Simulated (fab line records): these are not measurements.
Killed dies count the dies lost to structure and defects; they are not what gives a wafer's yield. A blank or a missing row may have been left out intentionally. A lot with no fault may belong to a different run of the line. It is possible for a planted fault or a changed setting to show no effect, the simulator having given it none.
fab line records    flow sky130
record: lots: 12  wafers: 36  last-day: 50
route steps=708 shown CAP2M@605 METAL4@630 VIA4@641 METAL5@671 PAD_OPEN@708
lots untouched by any fault: they come from a run of this same line in which no faults occurred
start-h: hours from the record's first day to the start of the lot's first wafer shown    wait-h: how many hours have passed since the lot's step before this one    " unchanged from the row above    L1.1+2: a single row standing in for several wafers    - no value present, or no start provided    * or withheld: withheld    < > ~ a bound
route shown NAME@n: NAME is a module with steps in the file, n the number in the route of the first one    usual: average and standard deviation across the fault-free wafers    same: alike in all rows    chamber/n: place in a boat    sites: the reading at each site    _std_site: standard deviation across them    _edge_site: inner sites' mean taken away from outer sites' mean    radius-mm: for every site, how far away it sits from the centre of the wafer    mask NAME#n: copy n    behind: the tool/chamber that last shaped the wafer    hold: why the lot was held/for how many hours/how that ended    device: the transistor (n, p or np) that didn't switch    end of line: tests of these same wafers at the route's end    where a step has no rows: the recipe by itself    killed: not the wafer's yield, but the dies lost to structure and defects at the first sort    map: per-die view of a wafer (x killed, . not killed, _ where there is no die)
set.NAME: the setting the step ran with; set.NAME@STEP: the setting that earlier step ran with    model.NAME: the simulator's own value behind a step, which no gauge read
route steps across a sampled set of lots; one table per step, one row per wafer
services: the hour from which a tool's chamber was out of use, counted from the record's first day as start-h (under 0 if before that day), plus the number of hours and why
== steps ==
step: SKY_CAP2M_SPUTTER_02
recipe: material: TiN  target-thk-nm: 200  temp-c: 300  power-w: 6500  time-s: 166.7  chamber-pressure-pa: 0.4
usual: substrate-temp-c: 299.96/0.22  throttle-valve-pct: 29.7/0.92
lot.wafer  tool            chamber  start-h  wait-h  substrate-temp-c  throttle-valve-pct
L114.1     pvd-sputter-02  -        947.62   0.1     299.86            27.8
L114.2     "               -        "        "       299.68            30.4
L114.6     "               -        "        "       300.16            28.1
L115.1     pvd-sputter-01  -        962.42   0.1     300.17            30.7
L115.4     "               -        "        "       299.92            30.0
L115.6     "               -        "        "       299.81            30.1
L116.4     pvd-sputter-02  -        963.97   0.0     300.01            29.6
L116.5     "               -        "        "       299.94            30.5
L116.6     "               -        "        "       300.05            29.7
L119.2     pvd-sputter-01  -        996.02   0.0     299.90            30.1
L119.4     "               -        "        "       299.87            30.6
L119.5     "               -        "        "       300.10            30.1
L121.1     pvd-sputter-03  -        996.91   0.1     300.04            28.6
L121.5     "               -        "        "       300.13            28.3
L121.6     "               -        "        "       299.92            30.8
L120.3     pvd-sputter-03  -        1000.81  0.0     300.04            30.9
L120.5     "               -        "        "       299.90            30.4
L120.6     "               -        "        "       300.44            30.8
L122.2     pvd-sputter-01  -        1007.23  0.0     299.95            30.7
L122.3     "               -        "        "       300.08            30.7
L122.4     "               -        "        "       300.14            30.5
L123.2     pvd-sputter-03  -        1015.86  0.0     300.20            28.8
L123.3     "               -        "        "       300.03            30.1
L123.5     "               -        "        "       299.89            30.6
L128.3     pvd-sputter-02  -        1036.59  0.0     299.58            29.9
L128.4     "               -        "        "       299.69            29.6
L128.6     "               -        "        "       300.06            29.6
L133.1     pvd-sputter-02  -        1061.21  0.1     300.15            29.9
L133.3     "               -        "        "       299.67            28.3
L133.5     "               -        "        "       299.88            30.0
L136.1     pvd-sputter-02  -        1079.41  0.1     300.13            30.9
L136.4     "               -        "        "       300.30            30.1
L136.5     "               -        "        "       299.87            29.8
L135.1     pvd-sputter-02  -        1081.16  0.1     299.97            30.5
L135.2     "               -        "        "       299.91            28.1
L135.4     "               -        "        "       299.95            29.7
step: SKY_METAL4_OVL_MEAS_14
usual: METAL4_OVL: 1/5.3
lot.wafer  tool        chamber  start-h  wait-h  METAL4_OVL[nm]
L114.1     overlay-02  -        996.70   0.1     0
L114.2     "           -        "        "       -2
L114.6     "           -        "        "       -4
L115.1     overlay-01  -        1009.50  0.1     -4
L115.4     "           -        "        "       0
L115.6     "           -        "        "       2
L116.4     overlay-01  -        1012.41  0.1     1
L116.5     "           -        "        "       -9
L116.6     "           -        "        "       0
L119.2     overlay-01  -        1041.19  0.1     -2
L119.4     "           -        "        "       4
L119.5     "           -        "        "       0
L121.1     overlay-01  -        1043.60  0.1     -6
L121.5     "           -        "        "       -2
L121.6     "           -        "        "       -4
L120.3     overlay-01  -        1046.61  0.1     -2
L120.5     "           -        "        "       -1
L120.6     "           -        "        "       0
L122.2     overlay-01  -        1052.66  0.1     -2
L122.3     "           -        "        "       1
L122.4     "           -        "        "       3
L123.2     overlay-01  -        1059.15  0.1     -7
L123.3     "           -        "        "       0
L123.5     "           -        "        "       -3
L128.3     overlay-01  -        1080.66  0.1     4
L128.4     "           -        "        "       6
L128.6     "           -        "        "       5
L133.1     overlay-01  -        1104.09  0.1     -4
L133.3     "           -        "        "       -4
L133.5     "           -        "        "       -2
L136.1     overlay-02  -        1121.65  0.1     -5
L136.4     "           -        "        "       1
L136.5     "           -        "        "       -3
L135.1     overlay-01  -        1122.53  0.1     -1
L135.2     "           -        "        "       3
L135.4     "           -        "        "       2
step: SKY_VIA4_CMP_02
recipe: material: SiO2  down-force-psi: 4  platen-rpm: 60  pad-velocity-m-s: 0.94248
usual: motor-current-A: 12.0/1  retaining-ring-pressure-frac: 1.001/0.005
lot.wafer  tool    chamber  start-h  wait-h  motor-current-A  retaining-ring-pressure-frac
L114.1     cmp-01  0        998.07   0.1     11.2             1.000
L114.2     "       2        "        "       11.4             0.997
L114.6     "       0        "        "       11.2             0.997
L115.4     cmp-01  0        1010.91  0.1     11.0             1.007
L115.1     "       1        "        "       12.9             0.993
L115.6     "       3        "        "       13.3             0.998
L116.4     cmp-01  3        1013.69  0.1     12.6             1.001
L116.6     "       1        "        "       13.9             1.004
L116.5     "       2        "        "       10.7             1.001
L119.4     cmp-02  1        1042.53  0.0     11.4             1.005
L119.2     "       2        "        "       11.7             1.006
L119.5     "       2        "        "       11.8             1.007
L121.1     cmp-02  0        1044.84  0.1     10.9             0.991
L121.6     "       3        "        "       12.4             1.003
L121.5     "       0        "        "       10.7             0.987
L120.3     cmp-01  1        1047.84  0.1     13.9             1.008
L120.5     "       0        "        "       11.2             0.995
L120.6     "       1        "        "       13.2             0.995
L122.2     cmp-01  2        1053.84  0.0     10.7             0.994
L122.3     "       3        "        "       13.7             1.003
L122.4     "       1        "        "       13.8             1.005
L123.3     cmp-02  1        1060.43  0.0     12.2             1.002
L123.2     "       3        "        "       11.9             1.003
L123.5     "       2        "        "       12.7             0.998
L128.4     cmp-02  3        1081.90  0.1     12.4             1.007
L128.3     "       0        "        "       10.4             1.007
L128.6     "       2        "        "       12.3             1.008
L133.1     cmp-01  0        1105.75  0.2     11.8             1.000
L133.3     "       2        "        "       10.6             0.999
L133.5     "       3        "        "       13.0             1.005
L136.4     cmp-01  2        1122.85  0.0     10.3             0.997
L136.1     "       0        "        "       11.4             1.003
L136.5     "       2        "        "       10.8             0.991
L135.1     cmp-02  0        1123.76  0.1     11.1             1.000
L135.2     "       1        "        "       11.5             1.011
L135.4     "       3        "        "       13.0             0.996
step: SKY_METAL5_SOFTBAKE_10
recipe: temp-c: 90  time-s: 60  resist: NOVOLAK
usual: heater-power-total-W: 56.60/0.04  plate-temp-C: 89.98/0.14
lot.wafer  tool            chamber  start-h  wait-h  heater-power-total-W  plate-temp-C
L114.1     litho-track-04  0        1034.01  0.1     56.64                 89.98
L114.2     "               0        "        "       56.64                 90.15
L114.6     "               0        "        "       56.57                 90.29
L115.1     litho-track-03  0        1045.61  0.1     56.58                 90.12
L115.4     "               0        "        "       56.61                 89.87
L115.6     "               0        "        "       56.61                 89.93
L116.4     litho-track-02  0        1048.55  0.1     56.59                 90.14
L116.5     "               0        "        "       56.62                 90.08
L116.6     "               0        "        "       56.54                 90.10
L119.2     litho-track-02  0        1076.90  0.1     56.56                 89.87
L119.4     "               0        "        "       56.59                 89.97
L119.5     "               0        "        "       56.64                 89.80
L121.1     litho-track-03  0        1078.11  0.1     56.64                 90.00
L121.5     "               0        "        "       56.64                 90.05
L121.6     "               0        "        "       56.59                 90.04
L120.3     litho-track-03  0        1081.06  0.1     56.54                 89.89
L120.5     "               0        "        "       56.62                 89.77
L120.6     "               0        "        "       56.63                 89.99
L122.2     litho-track-04  0        1087.29  0.1     56.54                 90.23
L122.3     "               0        "        "       56.57                 90.01
L122.4     "               0        "        "       56.53                 90.21
L123.2     litho-track-04  0        1094.39  0.1     56.57                 90.07
L123.3     "               0        "        "       56.60                 89.91
L123.5     "               0        "        "       56.56                 89.99
L128.3     litho-track-03  0        1114.16  0.1     56.60                 89.95
L128.4     "               0        "        "       56.65                 89.94
L128.6     "               0        "        "       56.55                 89.84
L133.1     litho-track-03  0        1137.21  0.1     58.11                 91.94
L133.3     "               0        "        "       58.05                 91.80
L133.5     "               0        "        "       58.12                 91.59
L136.1     litho-track-04  0        1153.31  0.1     56.62                 90.04
L136.4     "               0        "        "       56.58                 89.90
L136.5     "               0        "        "       56.62                 90.01
L135.1     litho-track-03  0        1153.66  0.1     58.16                 91.40
L135.2     "               0        "        "       58.13                 91.60
L135.4     "               0        "        "       58.02                 91.61
step: SKY_PAD_OPEN_PROBE_99
usual: defect-limited-yield: 82.2/1.9  killed_at_M0_to_M3: 44/6.8  killed_at_M4_up: 3.1/1.8  killed-at-contacts: 25/5.2  killed-at-front-end: 15/4.1  killed-at-other: 0.3/0.62  killed-dies: 88/9.4  killed-on-rim: 17/3.7  killed-open: 48/7.1  killed-short: 40/6.1  sort_bin_3_pad_short: 0.9/0.38  sort_bin_5_function: 10.5/1.5  sort_bin_6_memory: 6.5/1.2  sort_bin_8_speed: 0.5/0.95  sort-n-pass: 402/10  sort-yield-pct: 81.6/2
same: gross-dies: 492  killed-at-back-side: 0  sort_bin_4_leakage[%]: 0
lot.wafer  tool       chamber  start-h  wait-h  defect-limited-yield[%]  killed_at_M0_to_M3  killed_at_M4_up  killed-at-contacts  killed-at-front-end  killed-at-other  killed-dies  killed-on-rim  killed-open  killed-short  sort_bin_3_pad_short[%]  sort_bin_5_function[%]  sort_bin_6_memory[%]  sort_bin_8_speed[%]  sort-n-pass  sort-yield-pct[%]
L116.4     prober-01  -        1104.83  0.2     82.9                     48                  4                23                  9                    0                84           17             47           37            0.4                      11.8                    4.9                   0                    408          82.9
L116.5     prober-01  -        1104.88  0.2     86.0                     28                  2                22                  17                   0                69           13             41           28            0.4                      8.1                     5.5                   0.2                  422          85.8
L116.6     prober-01  -        1104.93  0.2     83.1                     39                  5                25                  14                   0                83           19             43           40            1.2                      10.0                    5.7                   0                    409          83.1
L120.3     prober-02  -        1134.34  0.2     83.3                     39                  1                30                  12                   0                82           15             46           36            0.8                      10.6                    5.3                   0                    410          83.3
L120.5     prober-02  -        1134.44  0.2     82.5                     44                  2                27                  13                   0                86           21             50           36            1.0                      9.3                     7.1                   0.2                  405          82.3
L120.6     prober-02  -        1134.49  0.2     77.6                     58                  4                32                  16                   0                110          24             72           38            0.4                      13.2                    8.7                   0.4                  380          77.2
L122.2     prober-01  -        1141.16  0.1     83.5                     45                  1                20                  14                   1                81           14             46           35            0.4                      9.3                     6.7                   0.4                  409          83.1
L122.3     prober-01  -        1141.21  0.2     79.9                     55                  3                27                  14                   0                99           20             49           50            1.2                      12.2                    6.7                   0                    393          79.9
L122.4     prober-01  -        1141.26  0.2     82.1                     52                  0                20                  16                   0                88           14             43           45            0.4                      11.2                    6.3                   0.4                  402          81.7
L123.2     prober-02  -        1146.65  0.1     83.3                     42                  1                22                  17                   0                82           17             51           31            1.0                      11.0                    4.7                   0.4                  408          82.9
L123.3     prober-02  -        1146.70  0.2     86.2                     36                  2                20                  10                   0                68           13             39           29            1.2                      8.3                     4.3                   0                    424          86.2
L123.5     prober-02  -        1146.80  0.2     83.9                     45                  2                20                  12                   0                79           14             37           42            0.4                      9.8                     5.9                   0                    413          83.9
L128.3     prober-01  -        1164.20  0.2     84.8                     39                  2                15                  19                   0                75           15             43           30            0.4                      8.3                     6.5                   0                    417          84.8
L128.4     prober-01  -        1164.25  0.2     79.9                     51                  5                29                  14                   0                99           19             54           44            1.4                      12.0                    6.7                   1.0                  388          78.9
L128.6     prober-01  -        1164.35  0.2     77.6                     54                  7                25                  24                   0                110          20             57           53            1.0                      13.0                    8.3                   0.6                  379          77.0
L136.1     prober-02  -        1197.90  0.1     82.9                     31                  2                35                  16                   0                84           18             54           30            0.4                      10.4                    6.3                   0.2                  407          82.7
L136.4     prober-02  -        1198.05  0.2     80.1                     47                  4                32                  15                   0                98           23             53           45            1.4                      8.9                     9.6                   0                    394          80.1
L136.5     prober-02  -        1198.10  0.2     81.1                     46                  6                21                  20                   0                93           13             53           39            0.8                      10.2                    7.9                   0.2                  398          80.9
L135.1     prober-01  -        1198.64  0.1     82.1                     43                  4                16                  25                   0                88           14             39           49            0.8                      11.2                    5.9                   0                    404          82.1
L135.2     prober-01  -        1198.69  0.1     80.5                     41                  3                36                  16                   0                96           13             54           42            0.6                      11.8                    7.1                   0.6                  393          79.9
L135.4     prober-01  -        1198.79  0.2     81.7                     46                  6                25                  13                   0                90           16             40           48            0.8                      9.6                     7.9                   0.2                  401          81.5
killed by level:class
L116.4 VIA1:geometric-particle:open=13 CONTACT:geometric-particle:open=10 VIA1:geometric-particle:short=8 VIA2:geometric-particle:open=8 POLY_GATE:geometric-particle:open=5 METAL1:geometric-particle:short=5 LOCAL_INTERCONNECT:geometric-particle:short=4 CONTACT:geometric-particle:short=4
L116.5 CONTACT:geometric-particle:open=9 VIA1:geometric-particle:open=8 FIELD_ISO:geometric-particle:open=7 LI_CONTACT:geometric-particle:open=5 FIELD_ISO:geometric-particle:short=4 LOCAL_INTERCONNECT:geometric-particle:short=4 METAL2:geometric-particle:short=4 VIA3:geometric-particle:open=4
L116.6 VIA1:geometric-particle:open=9 METAL1:geometric-particle:short=8 LI_CONTACT:geometric-particle:open=7 CONTACT:geometric-particle:open=7 VIA2:geometric-particle:open=5 FIELD_ISO:geometric-particle:short=4 POLY_GATE:geometric-particle:open=4 LOCAL_INTERCONNECT:geometric-particle:short=4
L120.3 VIA1:geometric-particle:open=10 CONTACT:geometric-particle:short=9 VIA2:geometric-particle:open=8 LOCAL_INTERCONNECT:geometric-particle:short=6 VIA3:geometric-particle:open=6 CONTACT:geometric-particle:open=5 LI_CONTACT:geometric-particle:open=4 METAL2:geometric-particle:short=4
L120.5 CONTACT:geometric-particle:open=9 LI_CONTACT:geometric-particle:open=8 VIA2:geometric-particle:open=8 VIA1:geometric-particle:open=7 VIA3:geometric-particle:short=6 VIA3:geometric-particle:open=6 METAL3:geometric-particle:short=4 CONTACT:geometric-particle:short=4
L120.6 VIA1:geometric-particle:open=19 VIA3:geometric-particle:open=14 LI_CONTACT:geometric-particle:open=9 CONTACT:geometric-particle:open=9 VIA2:geometric-particle:open=7 POLY_GATE:geometric-particle:open=6 LI_CONTACT:geometric-particle:short=5 CONTACT:geometric-particle:short=5
L122.2 CONTACT:geometric-particle:open=11 VIA3:geometric-particle:open=9 VIA1:geometric-particle:open=7 METAL1:geometric-particle:short=6 VIA1:geometric-particle:short=6 FIELD_ISO:geometric-particle:open=5 VIA2:geometric-particle:open=5 FIELD_ISO:geometric-particle:short=4
L122.3 VIA1:geometric-particle:open=15 METAL2:geometric-particle:short=9 CONTACT:geometric-particle:short=8 METAL1:geometric-particle:short=8 LI_CONTACT:geometric-particle:open=6 CONTACT:geometric-particle:open=6 VIA1:geometric-particle:short=6 VIA2:geometric-particle:open=5
L122.4 VIA2:geometric-particle:open=10 METAL1:geometric-particle:short=10 VIA1:geometric-particle:open=10 VIA1:geometric-particle:short=7 FIELD_ISO:geometric-particle:open=6 CONTACT:geometric-particle:open=6 METAL2:geometric-particle:short=5 POLY_GATE:geometric-particle:short=4
L123.2 VIA1:geometric-particle:open=13 CONTACT:geometric-particle:open=8 FIELD_ISO:geometric-particle:short=6 LI_CONTACT:geometric-particle:open=6 METAL1:geometric-particle:short=6 VIA2:geometric-particle:open=6 VIA3:geometric-particle:open=6 FIELD_ISO:geometric-particle:open=5
L123.3 VIA1:geometric-particle:open=11 CONTACT:geometric-particle:open=6 VIA3:geometric-particle:open=6 LOCAL_INTERCONNECT:geometric-particle:short=5 VIA2:geometric-particle:open=5 VIA3:geometric-particle:short=4 LI_CONTACT:geometric-particle:open=3 CONTACT:geometric-particle:short=3
L123.5 VIA1:geometric-particle:open=9 METAL1:geometric-particle:short=7 VIA1:geometric-particle:short=6 CONTACT:geometric-particle:open=6 CONTACT:geometric-particle:short=6 VIA3:geometric-particle:open=6 METAL2:geometric-particle:short=4 VIA2:geometric-particle:open=4
L128.3 VIA1:geometric-particle:open=13 VIA2:geometric-particle:open=7 POLY_GATE:geometric-particle:open=6 VIA1:geometric-particle:short=5 VIA3:geometric-particle:open=5 FIELD_ISO:geometric-particle:open=4 POLY_GATE:geometric-particle:short=3 LI_CONTACT:geometric-particle:short=3
L128.4 VIA1:geometric-particle:open=11 CONTACT:geometric-particle:open=10 LI_CONTACT:geometric-particle:open=9 VIA3:geometric-particle:open=8 VIA2:geometric-particle:open=7 METAL1:geometric-particle:short=6 VIA2:geometric-particle:short=5 CONTACT:geometric-particle:short=4
L128.6 VIA1:geometric-particle:open=14 METAL2:geometric-particle:short=11 POLY_GATE:geometric-particle:open=8 CONTACT:geometric-particle:open=8 LI_CONTACT:geometric-particle:open=7 FIELD_ISO:geometric-particle:short=6 FIELD_ISO:geometric-particle:open=6 CONTACT:geometric-particle:short=6
L136.1 CONTACT:geometric-particle:open=13 LI_CONTACT:geometric-particle:open=12 VIA1:geometric-particle:open=11 POLY_GATE:geometric-particle:short=5 CONTACT:geometric-particle:short=5 VIA2:geometric-particle:open=5 LOCAL_INTERCONNECT:geometric-particle:short=3 POLY_GATE:geometric-particle:open=3
L136.4 CONTACT:geometric-particle:open=16 VIA1:geometric-particle:open=15 CONTACT:geometric-particle:short=8 METAL1:geometric-particle:short=7 POLY_GATE:geometric-particle:short=5 VIA2:geometric-particle:open=5 VIA1:geometric-particle:short=5 VIA2:geometric-particle:short=5
L136.5 CONTACT:geometric-particle:open=10 VIA1:geometric-particle:open=10 VIA3:geometric-particle:open=9 POLY_GATE:geometric-particle:short=7 LI_CONTACT:geometric-particle:open=7 METAL1:geometric-particle:short=7 FIELD_ISO:geometric-particle:short=5 METAL3:geometric-particle:short=4
L135.1 METAL2:geometric-particle:short=9 FIELD_ISO:geometric-particle:open=8 VIA1:geometric-particle:open=7 VIA1:geometric-particle:short=7 CONTACT:geometric-particle:short=5 CONTACT:geometric-particle:open=5 VIA3:geometric-particle:open=5 FIELD_ISO:geometric-particle:short=4
L135.2 CONTACT:geometric-particle:open=13 LI_CONTACT:geometric-particle:open=9 VIA1:geometric-particle:open=8 VIA2:geometric-particle:open=7 FIELD_ISO:geometric-particle:short=6 POLY_GATE:geometric-particle:open=6 LOCAL_INTERCONNECT:geometric-particle:short=5 METAL1:geometric-particle:short=5
L135.4 METAL1:geometric-particle:short=12 VIA1:geometric-particle:open=10 LOCAL_INTERCONNECT:geometric-particle:short=9 CONTACT:geometric-particle:open=7 CONTACT:geometric-particle:short=6 FIELD_ISO:geometric-particle:open=5 VIA2:geometric-particle:open=4 METAL1:geometric-particle:open=4
== services ==
tool            chamber  start-h  hours  kind
cmp-02          -        925.58   -      consumable-replace:conditioner
cmp-02          -        925.58   -      consumable-replace:pad
cmp-01          -        943.80   5.8    pm
litho-track-02  -        944.16   -      consumable-replace:filter
cmp-02          -        988.56   3.0    repair
cmp-02          -        994.70   4.9    pm
pvd-sputter-02  -        1011.14  1.2    repair
cmp-02          -        1033.71  0.7    repair
cmp-01          -        1084.99  4.0    pm
cmp-01          -        1088.99  -      consumable-replace:conditioner
cmp-01          -        1088.99  -      consumable-replace:pad
cmp-02          -        1101.80  5.7    pm
pvd-sputter-01  -        1107.28  6.3    repair
cmp-01          -        1136.04  0.9    repair
cmp-01          -        1147.71  0.6    repair
== key ==
first-sign: step: SKY_METAL5_SOFTBAKE_10  reading: heater-power-total-W  direction: up  sigmas: 38  usual: *  struck: *
effect: step: SKY_METAL5_SOFTBAKE_10  reading: plate-temp-C  direction: up  sigmas: 12  usual: *  struck: *
met-at SKY_METAL5_SOFTBAKE_10
struck-lots L133,L135
not-acting-at SKY_CAP2M_SPUTTER_02,SKY_METAL4_OVL_MEAS_14,SKY_VIA4_CMP_02
onset-between 1114.16 1137.21
fault: kind: process-parameter-drift  tool: litho-track-03  chamber: -  onset-h: 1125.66  steps: SKY_METAL5_SOFTBAKE_10  channel: temp-c  offset: *  shape: step  end-h: 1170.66  acts-in: *  stated: *
